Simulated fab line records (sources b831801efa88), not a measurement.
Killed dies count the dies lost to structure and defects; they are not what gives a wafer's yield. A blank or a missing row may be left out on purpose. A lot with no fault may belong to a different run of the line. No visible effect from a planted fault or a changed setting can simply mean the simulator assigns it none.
fab line records | flow gf180mcu | part 2 of 2: steps 31 to 38 of 38
[record] lots = 5 | wafers = 15 | last-day = 34
route steps=602 shown M1@328 V1@335 M2@362
lots that met no fault: from a run of the same line without faults
start-h: start of the lot's first displayed wafer, in hours after the record's first day | wait-h: hours from the lot's prior step to this one | " repeats the value in the row above | L1.1+2: a row that stands for several wafers | - no value, or no start given | * or withheld: withheld | < > ~ a bound
route shown NAME@n: a module of which the file shows steps, and the number in the route of the first | usual: mean/standard deviation of fault-free wafers | same: alike in all rows | chamber/n: place in a boat | sites: the reading at each site | _std_site: standard deviation of those values | _edge_site: outer sites' mean less inner sites' | radius-mm: how far each site lies from the wafer's centre | mask NAME#n: copy n | behind: tool/chamber where the wafer was last shaped | hold: cause of the lot's hold/its duration in hours/its outcome | device: the n, p or np transistor that did not switch | end of line: tests run on the same wafers once the route is complete | step lacking rows: just its recipe | killed: dies that structure and defects cost at the first sort, which is not the same as the wafer's yield | map: dies across one wafer; x = killed, . = not, _ = none there
set.NAME: the setting as run; set.NAME@STEP: as run at that earlier step | model.NAME: the simulator's own value behind a step, which no gauge read
a table for each step, a row for each wafer; lots at some steps of the route
services: the hour from which a tool's chamber was out of use, counted from the record's first day as start-h (under 0 if before that day), plus the number of hours and why
[[steps]]
[step GF_V1_CVD_23]
[recipe] material = W | target-thk-nm = 350 | time-s = 105.05 | temp-c = 400 | pressure-torr = 40
[usual] heater-power-w = 812/37
lot.wafer | tool     | chamber | start-h | wait-h | heater-power-w
L075.1    | cvd-w-01 | 1       | 428.23  | 0.0    | 847
L075.5    | "        | 0       | "       | "      | 799
L075.6    | "        | 1       | "       | "      | 832
L081.1    | cvd-w-01 | 1       | 481.52  | 0.0    | 841
L081.4    | "        | 1       | "       | "      | 841
L081.5    | "        | 0       | "       | "      | 805
L090.2    | cvd-w-01 | 1       | 557.51  | 0.0    | 848
L090.3    | "        | 1       | "       | "      | 822
L090.5    | "        | 0       | "       | "      | 791
L094.3    | cvd-w-02 | 1       | 582.42  | 0.1    | 760
L094.4    | "        | 0       | "       | "      | 859
L094.6    | "        | 1       | "       | "      | 764
L097.1    | cvd-w-02 | 0       | 610.29  | 0.0    | 866
L097.3    | "        | 1       | "       | "      | 738
L097.4    | "        | 0       | "       | "      | 819
[step GF_V1_RS_MEAS_24]
[recipe] thk-meas-gauge = four-point-probe | reads = W_of_V1_CVD_23+TiN_of_V1_SPUTTER_22+Ti_of_V1_SPUTTER_21
[usual] V1_W_RS = 0.328/0.0036
lot.wafer | tool          | chamber | start-h | wait-h | V1_W_RS[ohm/sq]
L075.1    | film-metro-02 | -       | 428.34  | 0.1    | 0.337
L075.5    | "             | -       | "       | "      | 0.335
L075.6    | "             | -       | "       | "      | 0.334
L081.1    | film-metro-02 | -       | 481.63  | 0.1    | 0.328
L081.4    | "             | -       | "       | "      | 0.328
L081.5    | "             | -       | "       | "      | 0.330
L090.2    | film-metro-01 | -       | 557.64  | 0.1    | 0.329
L090.3    | "             | -       | "       | "      | 0.330
L090.5    | "             | -       | "       | "      | 0.329
L094.3    | film-metro-01 | -       | 582.55  | 0.1    | 0.325
L094.4    | "             | -       | "       | "      | 0.329
L094.6    | "             | -       | "       | "      | 0.328
L097.1    | film-metro-03 | -       | 610.41  | 0.1    | 0.324
L097.3    | "             | -       | "       | "      | 0.322
L097.4    | "             | -       | "       | "      | 0.328
[step GF_V1_THK_MEAS_25]
[recipe] thk-meas-gauge = xrf | reads = W_of_V1_CVD_23
[usual] V1_W_THK = 341/4
lot.wafer | tool          | chamber | start-h | wait-h | V1_W_THK[nm]
L075.1    | film-metro-02 | -       | 428.46  | 0.1    | 335
L075.5    | "             | -       | "       | "      | 335
L075.6    | "             | -       | "       | "      | 335
L081.1    | film-metro-02 | -       | 481.75  | 0.1    | 340
L081.4    | "             | -       | "       | "      | 338
L081.5    | "             | -       | "       | "      | 336
L090.2    | film-metro-01 | -       | 557.75  | 0.1    | 343
L090.3    | "             | -       | "       | "      | 342
L090.5    | "             | -       | "       | "      | 342
L094.3    | film-metro-01 | -       | 582.65  | 0.1    | 347
L094.4    | "             | -       | "       | "      | 341
L094.6    | "             | -       | "       | "      | 342
L097.1    | film-metro-03 | -       | 610.53  | 0.1    | 347
L097.3    | "             | -       | "       | "      | 350
L097.4    | "             | -       | "       | "      | 345
[step GF_V1_CMP_26]
[recipe] stop-on = SiO2 | down-force-psi = 3.5 | platen-rpm = 60 | t-overpolish-s = 15 | target-thk-nm = 0 | pad-velocity-m-s = 0.94248
[usual] motor-current-A = 10.7/1.1 | overpolish-run-s = 15.001/0.0083 | time-to-endpoint-s = 85/3.5
lot.wafer | tool   | chamber | start-h | wait-h | motor-current-A | overpolish-run-s | time-to-endpoint-s
L075.1    | cmp-01 | 1       | 428.70  | 0.2    | 10.5            | 15.007           | 82
L075.6    | "      | 2       | "       | "      | 9.9             | 15.000           | 89
L075.5    | "      | 3       | "       | "      | 9.5             | 14.984           | 80
L081.4    | cmp-02 | 0       | 481.81  | 0.0    | 10.5            | 15.008           | 83
L081.1    | "      | 3       | "       | "      | 11.7            | 14.996           | 80
L081.5    | "      | 1       | "       | "      | 11.2            | 14.980           | 81
L090.2    | cmp-01 | 3       | 557.80  | 0.0    | 8.9             | 15.011           | 79
L090.3    | "      | 0       | "       | "      | 10.4            | 14.992           | 86
L090.5    | "      | 0       | "       | "      | 9.5             | 15.009           | 89
L094.3    | cmp-01 | 3       | 582.99  | 0.3    | 8.2             | 15.002           | 82
L094.4    | "      | 0       | "       | "      | 10.4            | 14.993           | 89
L094.6    | "      | 2       | "       | "      | 10.3            | 14.993           | 90
L097.4    | cmp-02 | 2       | 610.59  | 0.0    | 12.6            | 14.999           | 81
L097.1    | "      | 0       | "       | "      | 10.6            | 14.983           | 80
L097.3    | "      | 1       | "       | "      | 11.0            | 15.012           | 86
[step GF_M2_SPUTTER_00]
[recipe] material = Ti | target-thk-nm = 37.5 | arriving-ion-energy-ev = 80 | substrate-temp-c = 200 | chamber-pressure-pa = 2 | power-w = 4000 | time-s = 150
[usual] cathode-dc-power-W = 4000.0/0.69 | throttle-valve-pct = 30.1/1
lot.wafer | tool           | chamber | start-h | wait-h | cathode-dc-power-W | throttle-valve-pct
L075.1    | pvd-sputter-02 | -       | 428.85  | 0.1    | 4000.2             | 29.8
L075.5    | "              | -       | "       | "      | 4000.0             | 29.5
L075.6    | "              | -       | "       | "      | 4000.3             | 30.8
L081.1    | pvd-sputter-04 | -       | 482.11  | 0.1    | 3999.2             | 29.4
L081.4    | "              | -       | "       | "      | 4000.1             | 30.9
L081.5    | "              | -       | "       | "      | 3999.9             | 29.1
L090.2    | pvd-sputter-04 | -       | 558.10  | 0.2    | 3999.0             | 30.8
L090.3    | "              | -       | "       | "      | 3999.9             | 31.1
L090.5    | "              | -       | "       | "      | 4000.3             | 30.2
L094.3    | pvd-sputter-04 | -       | 583.24  | 0.2    | 3999.4             | 31.3
L094.4    | "              | -       | "       | "      | 4000.6             | 29.0
L094.6    | "              | -       | "       | "      | 4001.4             | 31.2
L097.1    | pvd-sputter-01 | -       | 610.89  | 0.1    | 3998.6             | 31.0
L097.3    | "              | -       | "       | "      | 3999.9             | 29.2
L097.4    | "              | -       | "       | "      | 4000.3             | 31.5
[step GF_M2_SPUTTER_01]
[recipe] material = TiN | target-thk-nm = 30 | power-w = 6500 | time-s = 25 | chamber-pressure-pa = 0.4
[usual] cathode-dc-power-W = 6499.9/1.1 | throttle-valve-pct = 30.2/1
lot.wafer | tool           | chamber | start-h | wait-h | cathode-dc-power-W | throttle-valve-pct
L075.1    | pvd-sputter-02 | -       | 428.95  | 0.1    | 6498.9             | 29.9
L075.5    | "              | -       | "       | "      | 6501.8             | 29.6
L075.6    | "              | -       | "       | "      | 6501.1             | 30.8
L081.1    | pvd-sputter-04 | -       | 482.21  | 0.1    | 6500.3             | 28.8
L081.4    | "              | -       | "       | "      | 6498.8             | 30.8
L081.5    | "              | -       | "       | "      | 6498.4             | 29.0
L090.2    | pvd-sputter-04 | -       | 558.20  | 0.1    | 6501.0             | 31.0
L090.3    | "              | -       | "       | "      | 6498.7             | 31.3
L090.5    | "              | -       | "       | "      | 6499.9             | 30.1
L094.3    | pvd-sputter-04 | -       | 583.34  | 0.1    | 6498.8             | 31.0
L094.4    | "              | -       | "       | "      | 6499.3             | 29.2
L094.6    | "              | -       | "       | "      | 6500.1             | 31.1
L097.1    | pvd-sputter-01 | -       | 610.99  | 0.1    | 6501.1             | 31.6
L097.3    | "              | -       | "       | "      | 6500.7             | 29.6
L097.4    | "              | -       | "       | "      | 6497.7             | 31.2
[step GF_M2_SPUTTER_02]
[recipe] material = AlCu | target-thk-nm = 450 | power-w = 10600 | time-s = 23.9 | chamber-pressure-pa = 0.4
[usual] cathode-dc-power-W = 10600/2.2 | throttle-valve-pct = 30.1/1
lot.wafer | tool           | chamber | start-h | wait-h | cathode-dc-power-W | throttle-valve-pct
L075.1    | pvd-sputter-02 | -       | 428.98  | 0.0    | 10599              | 29.5
L075.5    | "              | -       | "       | "      | 10598              | 29.6
L075.6    | "              | -       | "       | "      | 10603              | 31.0
L081.1    | pvd-sputter-04 | -       | 482.24  | 0.0    | 10602              | 29.1
L081.4    | "              | -       | "       | "      | 10598              | 31.0
L081.5    | "              | -       | "       | "      | 10597              | 29.1
L090.2    | pvd-sputter-04 | -       | 558.23  | 0.0    | 10601              | 30.9
L090.3    | "              | -       | "       | "      | 10599              | 31.1
L090.5    | "              | -       | "       | "      | 10601              | 30.3
L094.3    | pvd-sputter-04 | -       | 583.37  | 0.0    | 10601              | 31.3
L094.4    | "              | -       | "       | "      | 10598              | 28.9
L094.6    | "              | -       | "       | "      | 10603              | 31.0
L097.1    | pvd-sputter-01 | -       | 611.02  | 0.0    | 10600              | 31.6
L097.3    | "              | -       | "       | "      | 10598              | 29.7
L097.4    | "              | -       | "       | "      | 10601              | 31.2
[step GF_M2_SPUTTER_03]
[recipe] material = Ti | target-thk-nm = 10 | substrate-temp-c = 300 | chamber-pressure-pa = 0.3 | power-w = 3000 | time-s = 6.7
[usual] cathode-dc-power-W = 3000.0/0.58 | throttle-valve-pct = 30.1/1
lot.wafer | tool           | chamber | start-h | wait-h | cathode-dc-power-W | throttle-valve-pct
L075.1    | pvd-sputter-02 | -       | 429.01  | 0.0    | 3000.9             | 29.8
L075.5    | "              | -       | "       | "      | 2999.5             | 29.7
L075.6    | "              | -       | "       | "      | 2999.0             | 31.0
L081.1    | pvd-sputter-04 | -       | 482.27  | 0.0    | 2999.5             | 28.9
L081.4    | "              | -       | "       | "      | 3000.3             | 30.8
L081.5    | "              | -       | "       | "      | 3000.1             | 29.0
L090.2    | pvd-sputter-04 | -       | 558.26  | 0.0    | 3000.8             | 30.9
L090.3    | "              | -       | "       | "      | 3000.3             | 31.2
L090.5    | "              | -       | "       | "      | 2999.5             | 30.2
L094.3    | pvd-sputter-04 | -       | 583.40  | 0.0    | 2999.8             | 30.9
L094.4    | "              | -       | "       | "      | 3000.0             | 28.9
L094.6    | "              | -       | "       | "      | 2999.1             | 31.1
L097.1    | pvd-sputter-01 | -       | 611.05  | 0.0    | 2998.6             | 31.6
L097.3    | "              | -       | "       | "      | 2999.4             | 29.3
L097.4    | "              | -       | "       | "      | 2999.3             | 31.8
[[services]]
tool            | chamber | start-h | hours | kind
plasma-asher-02 | -       | 380.05  | 0.6   | repair
plasma-asher-03 | -       | 381.80  | 1.7   | repair
plasma-asher-02 | -       | 382.30  | 1.6   | repair
cmp-01          | -       | 391.69  | 1.0   | repair
hdpcvd-02       | 2       | 406.44  | 3.6   | repair
pvd-sputter-02  | -       | 418.40  | 2.2   | repair
rie-diel-02     | 1       | 430.80  | 2.8   | repair
rie-diel-03     | 0       | 439.19  | 1.2   | repair
hdpcvd-02       | -       | 446.77  | 2.4   | repair
cmp-01          | -       | 460.01  | 7.6   | pm
krf-scanner-02  | -       | 468.16  | 1.0   | pm
cmp-01          | -       | 472.18  | 5.2   | repair
wet-bench-03    | -       | 492.67  | 7.2   | repair
cmp-01          | -       | 504.32  | 4.2   | repair
pvd-sputter-04  | -       | 516.42  | 2.7   | repair
pvd-sputter-02  | -       | 520.89  | 0.6   | repair
wet-bench-04    | -       | 539.68  | 2.4   | repair
rie-diel-02     | -       | 546.81  | 2.8   | pm
rie-diel-02     | -       | 557.08  | 4.2   | repair
cmp-01          | -       | 572.11  | 4.0   | pm
pvd-sputter-02  | -       | 577.15  | 8.9   | repair
cmp-01          | -       | 590.80  | 0.4   | repair
rie-diel-02     | 1       | 593.78  | 15.1  | repair
cmp-01          | -       | 606.97  | 16.2  | pm
